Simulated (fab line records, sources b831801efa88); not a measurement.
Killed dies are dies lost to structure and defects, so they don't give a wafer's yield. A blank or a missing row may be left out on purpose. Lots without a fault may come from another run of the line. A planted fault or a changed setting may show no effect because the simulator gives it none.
A struck lot beside a sound one | flow sky130 | 15 steps out of a route of 708
Sound: wafers L833.1, L833.2, L833.3. Struck: wafers L838.1, L838.2, L838.6. The cause comes at the end.
At each step with rows: each side's tool, then ch and its chambers, then its first start. Under that, the readings that differ: sound wafers | struck wafers | difference of the means | sigmas: that difference in standard deviations of wafers without a fault.
alike: readings whose means differ by less than 2 such deviations, and words and numbers that are the same on both sides. not compared: withheld readings, readings that some wafer has no value for, bounds like >300 that may hide the same value, and numbers for which the record gives no deviation and whose values overlap.
The two part at a step that has a row with sigmas, a row that says differs or no value, or rows on one side only. Numbers that don't overlap but have no deviation are shown without sigmas and don't part them. A reading that every wafer of one side lacks parts them only if that side has two wafers or more.

SKY_NWELL_RS_MEAS_29: measures by four-point-probe.
  sound on film_metro-03, day 6 17:05; struck on film_metro-03, day 8 01:01
  alike: NWELL_RS
SKY_NWELL_RS_MEAS_31: measures by four-point-probe.
  sound on film_metro-03, day 6 17:19; struck on film_metro-03, day 8 01:16
  alike: PWDE_RS
then, 7 steps without rows for these wafers: SKY_VT_ADJUST_HVTP_DEHYDRATE_00 (time 60 s); SKY_VT_ADJUST_HVTP_HMDS_01 (prime time 60 s); SKY_VT_ADJUST_HVTP_COAT_02 (resist thk 1140 nm); SKY_VT_ADJUST_HVTP_SOFTBAKE_03 (time 60 s); SKY_VT_ADJUST_HVTP_EXPOSE_04 (exposes mask HVTPM, target cd 380 nm); SKY_VT_ADJUST_HVTP_PEB_05; SKY_VT_ADJUST_HVTP_DEVELOP_06 (develop time 60 s).
SKY_VT_ADJUST_HVTP_CD_MEAS_07: target cd 380 nm.
  sound on cd_sem-01, day 7 12:13; struck on cd_sem-02, day 8 21:49
  alike: cd_nm
SKY_VT_ADJUST_HVTP_OVL_MEAS_08:
  sound on overlay-01, day 7 12:20; struck on overlay-01, day 8 21:56
  alike: VT_ADJUST_HVTP_OVL
SKY_VT_ADJUST_HVTP_IMPLANT_09:
  sound on implanter-04 ch 0, day 7 12:22; struck on implanter-02 ch 0, day 8 21:58
  reading                   | sound          | struck            | difference | sigmas
  implant_ion_amu           | 75 75 75       | 31 31 31          | -44        |
  model.implant.rp_nm (nm)  | 85.7 85.7 85.7 | 189.6 189.6 189.6 | +103.9     |
  model.implant.drp_nm (nm) | 33.4 33.4 33.4 | 62.72 62.72 62.72 | +29.32     |
SKY_VT_ADJUST_HVTP_STRIP_10: strips in O2/N2.
  sound on plasma_asher-04 ch 0,1, day 7 12:31; struck on plasma_asher-01 ch 0,1, day 8 22:07
  alike: drypump_motor_current_A, oes_product_au, strip_time_to_endpoint_s
  not compared: rf_hours_counter_h
SKY_VT_ADJUST_HVTP_TW_MEAS_11:
  sound on film_metro-01, day 7 12:37; struck on film_metro-04, day 8 22:13
  reading           | sound          | struck      | difference | sigmas
  VT_ADJUST_HVTP_TW | 1367 1360 1365 | 954 957 955 | -409       | -60
then, 1 step without rows for these wafers: SKY_VT_ADJUST_LVTN_DEHYDRATE_00 (time 60 s).

WHERE THEY PART
Only at SKY_VT_ADJUST_HVTP_TW_MEAS_11, within this record.

WHY: what the simulator had put in
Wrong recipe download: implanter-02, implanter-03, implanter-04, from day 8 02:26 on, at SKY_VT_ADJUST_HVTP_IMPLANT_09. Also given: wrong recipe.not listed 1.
